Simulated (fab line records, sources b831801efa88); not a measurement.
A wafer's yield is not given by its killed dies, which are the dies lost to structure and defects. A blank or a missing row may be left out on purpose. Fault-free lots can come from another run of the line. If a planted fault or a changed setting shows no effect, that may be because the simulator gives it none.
fab line records | flow gf180mcu | part 2 of 2: steps 33 to 44 of 44
record: lots: 5 wafers: 15 lastDay: 33
route steps=602 shown STI@24 DNWELL@32 NWELL@42 LVPWELL@54 MVSD@66
lots that met no fault: taken from a fault-free run of the same line
startH: the number of hours between the record's first day and the start of the first shown wafer of the lot | waitH: how many hours have passed since the lot's step before this one | " same as the row above | L1.1+2: a row that stands for several wafers | - no value, or no start was given | * or withheld: withheld | < > ~ a bound
route shown NAME@n: names a module that has steps shown in the file, with the first one's number in the route | usual: mean and standard deviation over wafers with no fault | same: alike in all rows | chamber/n: place in a boat | sites: each site's reading | _std_site: the values' standard deviation | _edge_site: inner sites' mean taken away from outer sites' mean | radiusMm: how far each site lies from the wafer's centre | mask NAME#n: copy n | behind: tool/chamber where the wafer was last shaped | hold: reason for holding the lot/hours on hold/outcome of the hold | device: the transistor (n, p or np) that didn't switch | end of line: tests run on the same wafers once the route is complete | step lacking rows: just its recipe | killed: dies lost to structure and defects at the first sort, not the wafer's yield | map: shows each die of a wafer: x if killed, . if not, _ if none is there
set.NAME: the run value of the setting; set.NAME@STEP: its run value at that earlier step | model.NAME: the simulator's own value behind a step, which no gauge read
a table for each step, a row for each wafer; lots at some steps of the route
services: when a tool's chamber went out of use (startH, in hours from the record's first day, below 0 if earlier), for how many hours, and the reason
== steps ==
step: GF_LVPWELL_COAT_02
recipe: spinRpm: 2000 resistThkNm: 3000
columns lot.wafer tool chamber startH waitH
L075.1+4+6 lithoTrack-01 0 68.42 0.1
L080.3+5+6 lithoTrack-01 0 99.17 0.1
L082.2+3+6 lithoTrack-01 0 105.64 0.1
L085.1+5+6 lithoTrack-04 0 123.64 0.1
L092.3+4+5 lithoTrack-03 0 161.63 0.1
step: GF_LVPWELL_SOFTBAKE_03
recipe: tempC: 110 timeS: withheld
columns lot.wafer tool chamber startH waitH
L075.1+4+6 lithoTrack-01 0 68.57 0.1
L080.3+5+6 lithoTrack-01 0 99.33 0.1
L082.2+3+6 lithoTrack-01 0 105.80 0.1
L085.1+5+6 lithoTrack-04 0 123.79 0.1
L092.3+4+5 lithoTrack-03 0 161.80 0.1
step: GF_LVPWELL_EXPOSE_04
recipe: maskId: LVPWELL targetCdNm: 600 na: 0.6 sourceShape: conventional sigmaOuter: 0.6 doseMj: 260
usual: stageVelMmS: 500.06/0.24
columns lot.wafer tool chamber startH waitH mask stageVelMmS
L075.1 ilineStepper-01 0 - - LVPWELL#0 500.47
L075.4 " 0 " " LVPWELL#0 500.19
L075.6 " 0 " " LVPWELL#0 500.26
L080.3 ilineStepper-02 0 - - LVPWELL#0 499.52
L080.5 " 0 " " LVPWELL#0 499.93
L080.6 " 0 " " LVPWELL#0 499.79
L082.2 ilineStepper-01 0 - - LVPWELL#0 500.34
L082.3 " 0 " " LVPWELL#0 499.86
L082.6 " 0 " " LVPWELL#0 500.13
L085.1 ilineStepper-01 0 - - LVPWELL#0 499.93
L085.5 " 0 " " LVPWELL#0 500.25
L085.6 " 0 " " LVPWELL#0 500.27
L092.3 ilineStepper-01 0 - - LVPWELL#0 499.81
L092.4 " 0 " " LVPWELL#0 500.12
L092.5 " 0 " " LVPWELL#0 499.93
step: GF_LVPWELL_PEB_05
recipe: tempC: 115 timeS: withheld
columns lot.wafer tool chamber startH waitH
L075.1+4+6 lithoTrack-03 0 - -
L080.3+5+6 lithoTrack-04 0 - -
L082.2+3+6 lithoTrack-01 0 - -
L085.1+5+6 lithoTrack-01 0 - -
L092.3+4+5 lithoTrack-04 0 - -
step: GF_LVPWELL_DEVELOP_06
recipe: wallAngleDeg: 90 developTimeS: 60 devTempC: 23
columns lot.wafer tool chamber startH waitH
L075.1+4+6 lithoTrack-03 0 - -
L080.3+5+6 lithoTrack-04 0 - -
L082.2+3+6 lithoTrack-01 0 - -
L085.1+5+6 lithoTrack-01 0 - -
L092.3+4+5 lithoTrack-04 0 - -
step: GF_LVPWELL_OVL_MEAS_07
usual: LVPWELL_OVL: -0.6/1
columns lot.wafer tool chamber startH waitH LVPWELL_OVL[nm]
L075.1 overlay-01 - 75.28 - -0.2
L075.4 " - " " 1.7
L075.6 " - " " -1.2
L080.3 overlay-02 - 106.85 - 0.9
L080.5 " - " " -0.3
L080.6 " - " " -4.0
L082.2 overlay-02 - 113.07 - -1.1
L082.3 " - " " 0.4
L082.6 " - " " 0.3
L085.1 overlay-02 - 131.67 - -3.7
L085.5 " - " " -1.3
L085.6 " - " " -0.5
L092.3 overlay-02 - 170.40 - -0.9
L092.4 " - " " -0.4
L092.5 " - " " 0.8
step: GF_LVPWELL_IMPLANT_08
recipe: species: B energyKev: 170 doseCm2: 1.5e+13 tiltDeg: 0
usual: beamOnS: 9.96/0.18
columns lot.wafer tool chamber startH waitH beamOnS
L075.1 implanter-02 0 75.32 0.0 10.01
L075.4 " 0 " " 10.25
L075.6 " 0 " " 9.89
L080.3 implanter-04 0 106.93 0.1 9.94
L080.5 " 0 " " 10.02
L080.6 " 0 " " 9.98
L082.2 implanter-04 0 113.13 0.0 10.14
L082.3 " 0 " " 10.25
L082.6 " 0 " " 9.88
L085.1 implanter-04 0 131.70 0.0 10.09
L085.5 " 0 " " 9.96
L085.6 " 0 " " 10.24
L092.3 implanter-04 0 170.48 0.1 10.22
L092.4 " 0 " " 10.02
L092.5 " 0 " " 9.83
step: GF_LVPWELL_IMPLANT_09
recipe: species: B energyKev: 60 doseCm2: 5e+12 tiltDeg: 0
usual: beamOnS: 10.02/0.21
columns lot.wafer tool chamber startH waitH beamOnS
L075.1 implanter-02 0 75.47 0.1 10.18
L075.4 " 0 " " 10.30
L075.6 " 0 " " 9.78
L080.3 implanter-04 0 107.08 0.1 9.87
L080.5 " 0 " " 9.68
L080.6 " 0 " " 10.36
L082.2 implanter-04 0 113.28 0.1 9.94
L082.3 " 0 " " 10.20
L082.6 " 0 " " 10.08
L085.1 implanter-04 0 131.85 0.1 10.00
L085.5 " 0 " " 10.11
L085.6 " 0 " " 10.14
L092.3 implanter-04 0 170.63 0.1 10.41
L092.4 " 0 " " 9.90
L092.5 " 0 " " 9.69
step: GF_LVPWELL_STRIP_10
recipe: chemistry: O2/N2 powerW: 1400 pressureMtorr: 1500 platenTempC: 250 o2FlowSccm: 3000 n2FlowSccm: 300 overashFraction: 0.5
usual: drypumpMotorCurrentA: 5.71/0.25 heaterPowerW: 328/33 oesProductAu: 0.723/0.0042 stripTimeToEndpointS: 36.98/0.11
columns lot.wafer tool chamber startH waitH drypumpMotorCurrentA heaterPowerW oesProductAu rfHoursCounterH stripTimeToEndpointS
L075.1 plasmaAsher-02 0 75.62 0.1 5.83 351 0.723 40 37.13
L075.4 " 1 " " 5.56 277 0.725 - 37.01
L075.6 " 1 " " 5.56 272 0.716 - 37.16
L080.3 plasmaAsher-01 1 107.21 0.1 5.67 359 0.722 - 37.08
L080.5 " 0 " " 5.68 310 0.717 - 37.09
L080.6 " 1 " " 5.69 364 0.721 - 37.08
L082.2 plasmaAsher-01 0 113.40 0.1 5.67 304 0.726 44 37.02
L082.3 " 0 " " 5.65 304 0.721 - 37.15
L082.6 " 1 " " 5.66 356 0.721 - 37.09
L085.1 plasmaAsher-01 0 132.00 0.1 5.68 308 0.724 47 36.78
L085.5 " 1 " " 5.71 349 0.727 - 36.86
L085.6 " 0 " " 5.64 311 0.728 - 36.81
L092.3 plasmaAsher-02 1 170.76 0.1 5.60 260 0.724 - 36.88
L092.4 " 0 " " 5.79 359 0.721 - 36.68
L092.5 " 0 " " 5.80 361 0.724 - 36.77
step: GF_LVPWELL_TW_MEAS_11
usual: LVPWELL_TW: 559/3.8
columns lot.wafer tool chamber startH waitH LVPWELL_TW
L075.1 filmMetro-04 - 75.72 0.1 564
L075.4 " - " " 562
L075.6 " - " " 556
L080.3 filmMetro-04 - 107.30 0.1 563
L080.5 " - " " 564
L080.6 " - " " 562
L082.2 filmMetro-02 - 113.51 0.1 561
L082.3 " - " " 561
L082.6 " - " " 560
L085.1 filmMetro-01 - 132.10 0.1 558
L085.5 " - " " 557
L085.6 " - " " 559
L092.3 filmMetro-01 - 170.85 0.1 554
L092.4 " - " " 554
L092.5 " - " " 555
step: GF_MVSD_DEHYDRATE_00
recipe: tempC: 200 timeS: 60
same: timeS: 60
columns lot.wafer tool chamber startH waitH
L075.1+4+6 lithoTrack-01 0 81.47 5.7
L080.3+5+6 lithoTrack-02 0 113.29 6.0
L082.2+3+6 lithoTrack-01 0 120.39 6.9
L085.1+5+6 lithoTrack-02 0 138.99 6.9
L092.3+4+5 lithoTrack-03 0 178.73 7.9
step: GF_MVSD_HMDS_01
recipe: primeTimeS: 60 primeTempC: 120
columns lot.wafer tool chamber startH waitH
L075.1+4+6 lithoTrack-01 0 81.62 0.1
L080.3+5+6 lithoTrack-02 0 113.44 0.1
L082.2+3+6 lithoTrack-01 0 120.54 0.1
L085.1+5+6 lithoTrack-02 0 139.14 0.1
L092.3+4+5 lithoTrack-03 0 178.88 0.1
== services ==
columns tool chamber startH hours kind
hdpcvd-02 2 10.53 6.6 repair
implanter-03 - 27.59 0.5 repair
implanter-03 - 28.01 1.6 repair
implanter-03 - 32.35 5.4 repair
cmp-01 - 42.94 1.9 repair
implanter-01 - 45.62 3.5 repair
cmp-01 - 51.18 2.1 repair
plasmaAsher-02 - 53.30 2.8 pm
cmp-02 - 60.15 1.2 repair
cmp-01 - 64.03 4.0 pm
ilineStepper-02 - 78.98 1.7 pm
wetBench-01 - 87.16 1.9 pm
furnace-02 - 87.94 3.2 pm
hdpcvd-01 - 88.87 2.8 pm
hdpcvd-01 1 94.21 5.2 repair
plasmaAsher-02 - 108.75 9.0 pm
hdpcvd-01 0 111.08 1.9 repair
plasmaAsher-02 - 119.00 28.1 pm
implanter-04 - 121.67 2.9 pm
plasmaAsher-04 - 129.39 5.7 repair
plasmaAsher-02 - 148.04 3.2 repair
plasmaAsher-01 - 161.15 2.8 pm
implanter-01 - 170.63 4.0 pm
cmp-01 - 178.39 0.7 repair
